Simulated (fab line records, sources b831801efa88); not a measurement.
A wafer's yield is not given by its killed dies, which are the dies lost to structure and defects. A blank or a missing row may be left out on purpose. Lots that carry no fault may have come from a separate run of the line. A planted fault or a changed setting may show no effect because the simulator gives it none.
Which tool was responsible? -- flow sky130 -- 6 lots (18 wafers sampled), 1 step of a 708-step route

WHAT EACH GAUGE READ, for each wafer
SKY_VIA3_THK_MEAS_23: measures by xrf.
lot,measured,on,VIA3_W_THK (nm)
L831,day 40 05:32,film metro-01,385 382 387
L837,day 42 09:36,film metro-02,382 384 380
L844,day 44 02:52,film metro-02,387 389 381
L847,day 44 20:42,film metro-02,378 382 377
L849,day 45 05:55,film metro-04,390 388 392
L852,day 45 22:19,film metro-02,381 389 387

WHAT TOOL EACH LOT RAN ON (gives the tool, then ch and the chambers of the sampled wafers, and finally the start)
The record holds no process step before these readings.

THE ANSWER, worked out from the rows above alone
Rule: usual is defined by the lots themselves. Put in order of their means at a reading, lots are off if they are a third of the lots or fewer, leave a main group of 4 or more, and stand apart from it by a gap of 3 or more times the standard deviation of the main group's means; of several such gaps the widest counts. If all means in a main group match to the digits the tables above print for the reading, that group is not used. A lot without any number at a reading at which 4 lots or more have one is off too. Any other lot the step has rows for is counted as sound.
No lot is off at any reading shown: from this, nothing can be told.

WHAT WAS PUT IN BY THE SIMULATOR
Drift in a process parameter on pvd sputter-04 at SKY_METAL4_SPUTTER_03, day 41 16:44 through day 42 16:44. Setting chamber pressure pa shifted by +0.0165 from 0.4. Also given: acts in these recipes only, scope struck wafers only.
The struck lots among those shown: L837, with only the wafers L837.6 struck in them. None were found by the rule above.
